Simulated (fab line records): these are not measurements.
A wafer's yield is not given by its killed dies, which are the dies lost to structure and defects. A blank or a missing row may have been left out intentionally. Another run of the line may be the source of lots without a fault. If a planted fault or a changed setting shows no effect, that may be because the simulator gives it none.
fab line records    flow gf180mcu    part 1 of 2: steps 1 to 29 of 38
record: lots: 5  wafers: 15  last-day: 34
route steps=602 shown CONTACT@300 M1@315 V1@335
lots untouched by any fault: they come from a run of this same line in which no faults occurred
start-h: hours from the record's first day to the start of the lot's first wafer shown    wait-h: hours elapsed since this lot's preceding step    " identical to the entry in the row above    L1.1+2: several wafers, shown together as one row    - no value, or no start given    * or withheld: withheld    < > ~ a bound
route shown NAME@n: NAME is a module with steps in the file, n the number in the route of the first one    usual: average and standard deviation across the fault-free wafers    same: alike in all rows    chamber/n: place in a boat    sites: readings site by site    _std_site: their standard deviation    _edge_site: mean of outer sites minus mean of inner sites    radius-mm: for every site, how far away it sits from the centre of the wafer    mask NAME#n: copy n    behind: the last tool/chamber to shape the wafer    hold: cause of the lot's hold/its duration in hours/its outcome    device: whichever transistor did not switch (one of n, p or np)    end of line: the route-end tests of the same wafers    a step with no rows: only its recipe    killed: dies that structure and defects cost at the first sort, which is not the same as the wafer's yield    map: dies across one wafer; x = killed, . = not, _ = none there
set.NAME: setting as actually run; set.NAME@STEP: the setting as run at that earlier step    model.NAME: the simulator's own value behind a step, which no gauge read
lots at selected steps of the route; one table per step, one row per wafer
services: a tool's chamber out of use, with start hour (start-h, from the record's first day; less than 0 if before it), hours out, and reason
== steps ==
step: GF_CONTACT_DEVELOP_13
recipe: develop-time-s: 60  resist: KrF  dev-temp-c: 21
lot.wafer   tool            chamber  start-h  wait-h
L077.1+2+4  litho-track-04  0        392.04   0.2
L079.4+5+6  litho-track-02  0        410.44   0.1
L085.1+2+6  litho-track-04  0        464.69   0.2
L087.3+4+5  litho-track-02  0        484.87   0.1
L095.2+3+6  litho-track-02  0        542.69   0.2
step: GF_CONTACT_CD_MEAS_14
recipe: target-cd-nm: 220
usual: cd-nm: 219.9/1.6
lot.wafer  tool       chamber  start-h  wait-h  cd-nm
L077.1     cd-sem-01  -        392.19   0.1     219.0
L077.2     "          -        "        "       219.4
L077.4     "          -        "        "       218.3
L079.4     cd-sem-02  -        410.58   0.1     221.5
L079.5     "          -        "        "       221.9
L079.6     "          -        "        "       222.1
L085.1     cd-sem-02  -        464.84   0.1     218.4
L085.2     "          -        "        "       218.0
L085.6     "          -        "        "       219.1
L087.3     cd-sem-01  -        485.01   0.1     220.8
L087.4     "          -        "        "       219.5
L087.5     "          -        "        "       219.9
L095.2     cd-sem-01  -        542.84   0.1     222.4
L095.3     "          -        "        "       221.2
L095.6     "          -        "        "       220.1
step: GF_CONTACT_OVL_MEAS_15
usual: CONTACT_OVL: -2/6
lot.wafer  tool        chamber  start-h  wait-h  CONTACT_OVL[nm]
L077.1     overlay-02  -        392.31   0.1     -4
L077.2     "           -        "        "       -6
L077.4     "           -        "        "       0
L079.4     overlay-02  -        410.66   0.1     -1
L079.5     "           -        "        "       1
L079.6     "           -        "        "       4
L085.1     overlay-01  -        464.96   0.1     -8
L085.2     "           -        "        "       -8
L085.6     "           -        "        "       -6
L087.3     overlay-01  -        485.10   0.1     1
L087.4     "           -        "        "       -4
L087.5     "           -        "        "       -7
L095.2     overlay-01  -        542.94   0.1     -4
L095.3     "           -        "        "       4
L095.6     "           -        "        "       -1
step: GF_CONTACT_ETCH_16
recipe: chemistry: N2/H2  target-depth-a: withheld  overetch-a: withheld  time-s: withheld  target: BARC  ion-energy-ev: 200  source-w: 500  bias-w: 100  pressure-mtorr: 30  n2-flow-sccm: 100  h2-flow-sccm: 200
usual: drypump-motor-current-A: 5.9/0.4  oes-product-au: 0.855/0.0043  throttle-valve-pct: 13.224/0.0087
lot.wafer  tool         chamber  start-h  wait-h  drypump-motor-current-A  oes-product-au  throttle-valve-pct
L077.1     rie-diel-04  2        392.35   0.0     5.6                      0.855           13.224
L077.2     "            1        "        "       5.0                      0.851           13.210
L077.4     "            3        "        "       6.3                      0.855           13.226
L079.4     rie-diel-02  1        410.70   0.0     5.5                      0.854           13.204
L079.5     "            3        "        "       6.2                      0.852           13.238
L079.6     "            0        "        "       6.2                      0.857           13.234
L085.1     rie-diel-02  3        465.00   0.0     6.2                      0.854           13.214
L085.2     "            1        "        "       5.5                      0.852           13.224
L085.6     "            0        "        "       6.2                      0.856           13.221
L087.3     rie-diel-04  2        485.12   0.0     5.7                      0.857           13.226
L087.4     "            0        "        "       6.1                      0.855           13.222
L087.5     "            0        "        "       6.1                      0.844           13.223
L095.2     rie-diel-02  2        542.97   0.0     5.7                      0.845           13.218
L095.3     "            0        "        "       6.2                      0.856           13.224
L095.6     "            0        "        "       6.2                      0.852           13.228
step: GF_CONTACT_ETCH_17
recipe: chemistry: C4F8/O2/Ar  mask-material: KrF  target: SiO2  stop-on: CoSi2  source-w: 1500  bias-w: 1200  pressure-mtorr: 40  c4f8-flow-sccm: withheld  O2_flow_sccm: 6  Ar_flow_sccm: 300  time-s: withheld  target-depth-a: 8600
usual: oes-product-au: 0.814/0.0051
lot.wafer  tool         chamber  start-h  wait-h  oes-product-au
L077.1     rie-diel-04  2        -        -       0.808
L077.2     "            1        "        "       0.813
L077.4     "            3        "        "       0.810
L079.4     rie-diel-02  1        -        -       0.816
L079.5     "            3        "        "       0.811
L079.6     "            0        "        "       0.813
L085.1     rie-diel-02  3        -        -       0.817
L085.2     "            1        "        "       0.818
L085.6     "            0        "        "       0.810
L087.3     rie-diel-04  2        -        -       0.817
L087.4     "            0        "        "       0.811
L087.5     "            0        "        "       0.821
L095.2     rie-diel-02  2        -        -       0.813
L095.3     "            0        "        "       0.822
L095.6     "            0        "        "       0.821
step: GF_CONTACT_STRIP_18
recipe: chemistry: O2/N2  power-w: 1400  pressure-mtorr: 1500  platen-temp-c: 250  o2-flow-sccm: 3000  n2-flow-sccm: 300  overash-fraction: 0.5
usual: drypump-motor-current-A: 6.1/0.33  heater-power-w: 335/26  oes-product-au: 0.580/0.0052
lot.wafer  tool             chamber  start-h  wait-h  drypump-motor-current-A  heater-power-w  oes-product-au  rf-hours-counter-h
L077.1     plasma-asher-02  0        392.51   -       6.4                      334             0.586           77
L077.2     "                1        "        "       6.3                      331             0.580           77
L077.4     "                0        "        "       6.4                      339             0.586           -
L079.4     plasma-asher-02  0        410.87   -       6.3                      331             0.567           -
L079.5     "                1        "        "       6.2                      343             0.581           -
L079.6     "                0        "        "       6.3                      342             0.584           -
L085.1     plasma-asher-04  1        465.16   -       6.5                      350             0.577           38
L085.2     "                0        "        "       6.1                      292             0.582           38
L085.6     "                1        "        "       6.5                      337             0.575           -
L087.3     plasma-asher-02  1        485.32   -       6.2                      326             0.590           -
L087.4     "                0        "        "       6.3                      331             0.583           -
L087.5     "                1        "        "       6.2                      335             0.593           -
L095.2     plasma-asher-01  1        543.14   -       5.4                      333             0.574           13
L095.3     "                1        "        "       5.4                      318             0.585           -
L095.6     "                0        "        "       6.3                      380             0.575           -
step: GF_CONTACT_CLEAN_19
recipe: chemistry: SPM
lot.wafer   tool          chamber  start-h  wait-h
L077.1+2+4  wet-bench-01  1        392.61   0.1
L079.4+5+6  wet-bench-03  1        410.94   0.0
L085.1+2+6  wet-bench-04  0        465.26   0.1
L087.3+4+5  wet-bench-01  3        485.39   0.0
L095.2+3+6  wet-bench-03  3        543.24   0.1
step: GF_CONTACT_CLEAN_20
recipe: chemistry: DIW
lot.wafer   tool          chamber  start-h  wait-h
L077.1+2+4  wet-bench-04  0        392.70   0.0
L079.4+5+6  wet-bench-01  0        411.04   0.0
L085.1+2+6  wet-bench-03  1        465.44   0.0
L087.3+4+5  wet-bench-04  0        485.48   0.0
L095.2+3+6  wet-bench-04  3        543.34   0.0
step: GF_CONTACT_CLEAN_21
recipe: chemistry: dHF  time-s: 20  dilution: 100:1  dry: ipa-marangoni
lot.wafer   tool          chamber  start-h  wait-h
L077.1+2+4  wet-bench-03  2        392.79   0.0
L079.4+5+6  wet-bench-04  0        411.13   0.0
L085.1+2+6  wet-bench-04  3        465.53   0.0
L087.3+4+5  wet-bench-03  0        485.58   0.0
L095.2+3+6  wet-bench-01  1        543.43   0.0
step: GF_CONTACT_SPUTTER_22
recipe: material: Ti  target-thk-nm: 15  chamber-pressure-pa: 5  power-w: 2500  substrate-temp-c: 200  time-s: 80.02
usual: throttle-valve-pct: 29.9/1.3
lot.wafer  tool            chamber  start-h  wait-h  throttle-valve-pct
L077.1     pvd-sputter-01  -        392.81   0.0     29.3
L077.2     "               -        "        "       32.0
L077.4     "               -        "        "       28.6
L079.4     pvd-sputter-01  -        411.14   0.0     29.3
L079.5     "               -        "        "       29.2
L079.6     "               -        "        "       32.1
L085.1     pvd-sputter-01  -        465.56   0.0     28.4
L085.2     "               -        "        "       32.2
L085.6     "               -        "        "       29.1
L087.3     pvd-sputter-01  -        485.59   0.0     29.4
L087.4     "               -        "        "       29.4
L087.5     "               -        "        "       29.4
L095.2     pvd-sputter-01  -        543.46   0.0     32.0
L095.3     "               -        "        "       29.5
L095.6     "               -        "        "       29.4
step: GF_CONTACT_SPUTTER_23
recipe: material: TiN  target-thk-nm: 10  chamber-pressure-pa: 5  power-w: 4000  time-s: 40
usual: throttle-valve-pct: 29.9/1.3
lot.wafer  tool            chamber  start-h  wait-h  throttle-valve-pct
L077.1     pvd-sputter-01  -        392.87   0.0     29.6
L077.2     "               -        "        "       32.1
L077.4     "               -        "        "       28.5
L079.4     pvd-sputter-01  -        411.20   0.0     29.1
L079.5     "               -        "        "       29.0
L079.6     "               -        "        "       32.0
L085.1     pvd-sputter-01  -        465.62   0.0     28.4
L085.2     "               -        "        "       32.1
L085.6     "               -        "        "       29.5
L087.3     pvd-sputter-01  -        485.65   0.0     29.4
L087.4     "               -        "        "       29.4
L087.5     "               -        "        "       29.3
L095.2     pvd-sputter-01  -        543.52   0.0     31.7
L095.3     "               -        "        "       29.1
L095.6     "               -        "        "       29.6
step: GF_CONTACT_CVD_24
recipe: material: W  target-thk-nm: 300  time-s: 90.339  temp-c: 400  pressure-torr: 40
usual: heater-power-w: 914/130  susceptor-temp-C: 400.00/0.22
lot.wafer  tool      chamber  start-h  wait-h  heater-power-w  since-wet-clean-h  susceptor-temp-C
L077.1     cvd-w-01  1        392.91   0.0     947             489                400.09
L077.2     "         0        "        "       836             489                400.09
L077.4     "         1        "        "       948             -                  400.08
L079.4     cvd-w-01  0        411.28   0.1     830             -                  400.01
L079.5     "         0        "        "       834             -                  400.45
L079.6     "         1        "        "       952             -                  399.51
L085.1     cvd-w-02  1        465.66   0.0     706             62                 400.09
L085.2     "         0        "        "       1079            62                 400.06
L085.6     "         1        "        "       726             -                  399.68
L087.3     cvd-w-01  0        485.73   0.1     827             -                  399.51
L087.4     "         1        "        "       981             -                  399.95
L087.5     "         1        "        "       948             -                  400.05
L095.2     cvd-w-02  0        543.56   0.0     1067            140                399.78
L095.3     "         1        "        "       722             -                  399.76
L095.6     "         1        "        "       728             -                  400.04
step: GF_CONTACT_RS_MEAS_25
recipe: thk-meas-gauge: four-point-probe  reads: W_of_CONTACT_CVD_24+TiN_of_CONTACT_SPUTTER_23+Ti_of_CONTACT_SPUTTER_22
usual: CONTACT_W_RS: 0.379/0.0073
lot.wafer  tool           chamber  start-h  wait-h  CONTACT_W_RS[ohm/sq]
L077.1     film-metro-02  -        393.01   0.1     0.390
L077.2     "              -        "        "       0.374
L077.4     "              -        "        "       0.392
L079.4     film-metro-04  -        411.40   0.1     0.373
L079.5     "              -        "        "       0.370
L079.6     "              -        "        "       0.389
L085.1     film-metro-01  -        465.76   0.1     0.393
L085.2     "              -        "        "       0.372
L085.6     "              -        "        "       0.389
L087.3     film-metro-01  -        485.83   0.1     0.371
L087.4     "              -        "        "       0.381
L087.5     "              -        "        "       0.383
L095.2     film-metro-01  -        543.68   0.1     0.374
L095.3     "              -        "        "       0.386
L095.6     "              -        "        "       0.382
step: GF_CONTACT_THK_MEAS_26
recipe: thk-meas-gauge: xrf  reads: W_of_CONTACT_CVD_24
usual: CONTACT_W_THK: 296/6.3
lot.wafer  tool           chamber  start-h  wait-h  CONTACT_W_THK[nm]
L077.1     film-metro-02  -        393.13   0.1     289
L077.2     "              -        "        "       299
L077.4     "              -        "        "       287
L079.4     film-metro-04  -        411.49   0.1     300
L079.5     "              -        "        "       306
L079.6     "              -        "        "       290
L085.1     film-metro-01  -        465.88   0.1     284
L085.2     "              -        "        "       300
L085.6     "              -        "        "       288
L087.3     film-metro-01  -        485.93   0.1     302
L087.4     "              -        "        "       293
L087.5     "              -        "        "       291
L095.2     film-metro-01  -        543.79   0.1     298
L095.3     "              -        "        "       290
L095.6     "              -        "        "       293
step: GF_CONTACT_CMP_27
recipe: stop-on: SiO2  down-force-psi: 3.5  platen-rpm: 60  t-overpolish-s: 15  target-thk-nm: 0  pad-velocity-m-s: 0.94248
usual: motor-current-A: 10.9/1.4  overpolish-run-s: 15.000/0.0097  time-to-endpoint-s: 73.1/2.8
lot.wafer  tool    chamber  start-h  wait-h  motor-current-A  overpolish-run-s  time-to-endpoint-s
L077.4     cmp-02  0        393.24   0.1     12.3             15.007            70.1
L077.1     "       1        "        "       11.1             15.002            72.9
L077.2     "       2        "        "       12.7             14.995            77.8
L079.4     cmp-01  3        411.57   0.1     10.6             14.999            76.1
L079.6     "       2        "        "       9.0              15.016            72.1
L079.5     "       3        "        "       10.2             15.004            76.0
L085.2     cmp-02  0        465.99   0.1     12.1             15.006            73.0
L085.1     "       2        "        "       12.5             15.001            70.8
L085.6     "       3        "        "       9.3              14.993            73.7
L087.4     cmp-02  1        485.97   0.0     11.1             14.996            70.6
L087.3     "       3        "        "       9.7              14.996            73.8
L087.5     "       1        "        "       10.6             14.993            71.6
L095.3     cmp-02  3        543.89   0.1     9.6              15.007            73.8
L095.2     "       0        "        "       12.0             14.987            72.8
L095.6     "       3        "        "       9.3              15.002            73.0
step: GF_M1_SPUTTER_00
recipe: material: Ti  target-thk-nm: 37.5  arriving-ion-energy-ev: 80  substrate-temp-c: 200  chamber-pressure-pa: 2  power-w: 4000  time-s: 150
usual: throttle-valve-pct: 30.3/0.9
lot.wafer  tool            chamber  start-h  wait-h  throttle-valve-pct
L077.1     pvd-sputter-04  -        393.49   0.1     30.1
L077.2     "               -        "        "       29.6
L077.4     "               -        "        "       31.7
L079.4     pvd-sputter-04  -        411.82   0.2     29.8
L079.5     "               -        "        "       31.4
L079.6     "               -        "        "       30.0
L085.1     pvd-sputter-04  -        466.24   0.1     29.9
L085.2     "               -        "        "       31.4
L085.6     "               -        "        "       29.8
L087.3     pvd-sputter-02  -        486.27   0.1     30.3
L087.4     "               -        "        "       31.4
L087.5     "               -        "        "       29.4
L095.2     pvd-sputter-04  -        544.14   0.1     29.9
L095.3     "               -        "        "       30.4
L095.6     "               -        "        "       31.6
step: GF_M1_SPUTTER_01
recipe: material: TiN  target-thk-nm: 30  power-w: 6500  time-s: 25  chamber-pressure-pa: 0.4
usual: throttle-valve-pct: 30.3/0.88
lot.wafer  tool            chamber  start-h  wait-h  throttle-valve-pct
L077.1     pvd-sputter-04  -        393.59   0.1     30.4
L077.2     "               -        "        "       29.8
L077.4     "               -        "        "       31.6
L079.4     pvd-sputter-04  -        411.92   0.1     30.0
L079.5     "               -        "        "       31.5
L079.6     "               -        "        "       29.9
L085.1     pvd-sputter-04  -        466.34   0.1     29.8
L085.2     "               -        "        "       31.6
L085.6     "               -        "        "       30.1
L087.3     pvd-sputter-02  -        486.37   0.1     30.1
L087.4     "               -        "        "       31.3
L087.5     "               -        "        "       29.0
L095.2     pvd-sputter-04  -        544.24   0.1     30.0
L095.3     "               -        "        "       30.1
L095.6     "               -        "        "       31.5
step: GF_M1_SPUTTER_02
recipe: material: AlCu  target-thk-nm: 450  power-w: 10600  time-s: 23.9  chamber-pressure-pa: 0.4
usual: throttle-valve-pct: 30.3/0.92
lot.wafer  tool            chamber  start-h  wait-h  throttle-valve-pct
L077.1     pvd-sputter-04  -        393.62   0.0     30.3
L077.2     "               -        "        "       29.5
L077.4     "               -        "        "       31.7
L079.4     pvd-sputter-04  -        411.95   0.0     29.5
L079.5     "               -        "        "       31.6
L079.6     "               -        "        "       29.6
L085.1     pvd-sputter-04  -        466.37   0.0     29.9
L085.2     "               -        "        "       31.5
L085.6     "               -        "        "       29.5
L087.3     pvd-sputter-02  -        486.40   0.0     30.2
L087.4     "               -        "        "       31.2
L087.5     "               -        "        "       29.1
L095.2     pvd-sputter-04  -        544.27   0.0     29.5
L095.3     "               -        "        "       30.4
L095.6     "               -        "        "       31.5
step: GF_M1_SPUTTER_03
recipe: material: Ti  target-thk-nm: 10  substrate-temp-c: 300  chamber-pressure-pa: 0.3  power-w: 3000  time-s: 6.7
usual: throttle-valve-pct: 30.3/0.9
lot.wafer  tool            chamber  start-h  wait-h  throttle-valve-pct
L077.1     pvd-sputter-04  -        393.65   0.0     30.3
L077.2     "               -        "        "       29.7
L077.4     "               -        "        "       31.5
L079.4     pvd-sputter-04  -        411.98   0.0     29.8
L079.5     "               -        "        "       31.7
L079.6     "               -        "        "       29.8
L085.1     pvd-sputter-04  -        466.40   0.0     29.8
L085.2     "               -        "        "       31.5
L085.6     "               -        "        "       29.9
L087.3     pvd-sputter-02  -        486.43   0.0     30.4
L087.4     "               -        "        "       31.0
L087.5     "               -        "        "       29.3
L095.2     pvd-sputter-04  -        544.30   0.0     29.9
L095.3     "               -        "        "       30.0
L095.6     "               -        "        "       31.5
step: GF_M1_SPUTTER_04
recipe: material: TiN  target-thk-nm: 50  power-w: 6500  time-s: 41.7  chamber-pressure-pa: 0.4
usual: throttle-valve-pct: 30.3/0.9
lot.wafer  tool            chamber  start-h  wait-h  throttle-valve-pct
L077.1     pvd-sputter-04  -        393.67   0.0     30.3
L077.2     "               -        "        "       29.7
L077.4     "               -        "        "       31.5
L079.4     pvd-sputter-04  -        412.00   0.0     29.5
L079.5     "               -        "        "       31.7
L079.6     "               -        "        "       29.9
L085.1     pvd-sputter-04  -        466.42   0.0     29.7
L085.2     "               -        "        "       31.5
L085.6     "               -        "        "       29.8
L087.3     pvd-sputter-02  -        486.45   0.0     30.3
L087.4     "               -        "        "       31.0
L087.5     "               -        "        "       29.1
L095.2     pvd-sputter-04  -        544.32   0.0     30.0
L095.3     "               -        "        "       30.4
L095.6     "               -        "        "       31.7
step: GF_M1_RS_MEAS_05
recipe: thk-meas-gauge: four-point-probe  reads: TiN_of_M1_SPUTTER_04+Ti_of_M1_SPUTTER_03+AlCu_of_M1_SPUTTER_02+TiN_of_M1_SPUTTER_01+Ti_of_M1_SPUTTER_00
usual: M1_ALCU_RS: 0.0696/0.00063
lot.wafer  tool           chamber  start-h  wait-h  M1_ALCU_RS[ohm/sq]
L077.1     film-metro-04  -        393.71   0.0     0.0692
L077.2     "              -        "        "       0.0688
L077.4     "              -        "        "       0.0690
L079.4     film-metro-03  -        412.10   0.1     0.0702
L079.5     "              -        "        "       0.0698
L079.6     "              -        "        "       0.0707
L085.1     film-metro-03  -        466.46   0.0     0.0696
L085.2     "              -        "        "       0.0690
L085.6     "              -        "        "       0.0691
L087.3     film-metro-04  -        486.53   0.1     0.0709
L087.4     "              -        "        "       0.0701
L087.5     "              -        "        "       0.0704
L095.2     film-metro-04  -        544.38   0.0     0.0689
L095.3     "              -        "        "       0.0694
L095.6     "              -        "        "       0.0684
step: GF_M1_THK_MEAS_06
recipe: thk-meas-gauge: xrf  reads: AlCu_of_M1_SPUTTER_02
usual: M1_ALCU_THK: 440/4.6
lot.wafer  tool           chamber  start-h  wait-h  M1_ALCU_THK[nm]
L077.1     film-metro-04  -        393.83   0.1     441
L077.2     "              -        "        "       445
L077.4     "              -        "        "       442
L079.4     film-metro-03  -        412.19   0.1     434
L079.5     "              -        "        "       437
L079.6     "              -        "        "       431
L085.1     film-metro-03  -        466.58   0.1     441
L085.2     "              -        "        "       442
L085.6     "              -        "        "       442
L087.3     film-metro-04  -        486.63   0.1     432
L087.4     "              -        "        "       440
L087.5     "              -        "        "       437
L095.2     film-metro-04  -        544.49   0.1     445
L095.3     "              -        "        "       442
L095.6     "              -        "        "       446
step: GF_M1_DEHYDRATE_07
recipe: temp-c: 200  time-s: 60
lot.wafer   tool            chamber  start-h  wait-h
L077.1+2+4  litho-track-02  0        404.92   11.1
L079.4+5+6  litho-track-03  0        424.38   12.2
L085.1+2+6  litho-track-04  0        477.69   11.1
L087.3+4+5  litho-track-02  0        498.27   11.6
L095.2+3+6  litho-track-03  0        555.13   10.6
step: GF_M1_HMDS_08
recipe: prime-time-s: 60  prime-temp-c: 120
lot.wafer   tool            chamber  start-h  wait-h
L077.1+2+4  litho-track-02  0        405.07   0.1
L079.4+5+6  litho-track-03  0        424.53   0.1
L085.1+2+6  litho-track-04  0        477.84   0.1
L087.3+4+5  litho-track-02  0        498.42   0.1
L095.2+3+6  litho-track-03  0        555.28   0.1
step: GF_M1_COAT_09
recipe: resist: KrF  spin-rpm: withheld  resist-thk-nm: 1000
lot.wafer   tool            chamber  start-h  wait-h
L077.1+2+4  litho-track-02  0        405.22   0.1
L079.4+5+6  litho-track-03  0        424.68   0.1
L085.1+2+6  litho-track-04  0        477.99   0.1
L087.3+4+5  litho-track-02  0        498.57   0.1
L095.2+3+6  litho-track-03  0        555.43   0.1
step: GF_M1_SOFTBAKE_10
recipe: temp-c: 130  time-s: 60  resist: KrF
lot.wafer   tool            chamber  start-h  wait-h
L077.1+2+4  litho-track-02  0        405.37   0.1
L079.4+5+6  litho-track-03  0        424.83   0.1
L085.1+2+6  litho-track-04  0        478.14   0.1
L087.3+4+5  litho-track-02  0        498.72   0.1
L095.2+3+6  litho-track-03  0        555.58   0.1
step: GF_M1_EXPOSE_11
recipe: mask-id: Metal1  target-cd-nm: 230  na: 0.68  source-shape: conventional  sigma-outer: 0.6  dose-mj: 28
usual: exposure-dose-mJ-cm2: 27.973/0.026  stage-vel-mm-s: 500.02/0.24
lot.wafer  tool            chamber  start-h  wait-h  mask      exposure-dose-mJ-cm2  stage-vel-mm-s
L077.1     krf-scanner-01  0        -        -       Metal1#0  27.976                500.20
L077.2     "               0        "        "       Metal1#0  27.963                500.26
L077.4     "               0        "        "       Metal1#0  27.944                500.41
L079.4     krf-scanner-02  0        -        -       Metal1#0  27.971                499.83
L079.5     "               0        "        "       Metal1#0  27.995                499.69
L079.6     "               0        "        "       Metal1#0  27.977                499.77
L085.1     krf-scanner-01  0        -        -       Metal1#0  27.983                500.02
L085.2     "               0        "        "       Metal1#0  27.956                499.82
L085.6     "               0        "        "       Metal1#0  27.963                500.31
L087.3     krf-scanner-02  0        -        -       Metal1#0  27.920                499.86
L087.4     "               0        "        "       Metal1#0  27.977                500.27
L087.5     "               0        "        "       Metal1#0  27.923                499.64
L095.2     krf-scanner-01  0        -        -       Metal1#0  28.031                500.12
L095.3     "               0        "        "       Metal1#0  27.996                499.95
L095.6     "               0        "        "       Metal1#0  27.984                500.25
step: GF_M1_PEB_12
recipe: peb-temp-c: 135  peb-time-s: 90  resist: KrF
lot.wafer   tool            chamber  start-h  wait-h
L077.1+2+4  litho-track-02  0        -        -
L079.4+5+6  litho-track-03  0        -        -
L085.1+2+6  litho-track-04  0        -        -
L087.3+4+5  litho-track-04  0        -        -
L095.2+3+6  litho-track-04  0        -        -
step: GF_M1_DEVELOP_13
recipe: develop-time-s: 60  dev-temp-c: 21
lot.wafer   tool            chamber  start-h  wait-h
L077.1+2+4  litho-track-02  0        417.12   0.2
L079.4+5+6  litho-track-03  0        435.98   0.1
L085.1+2+6  litho-track-04  0        489.84   0.2
L087.3+4+5  litho-track-04  0        510.09   0.1
L095.2+3+6  litho-track-04  0        566.26   0.2
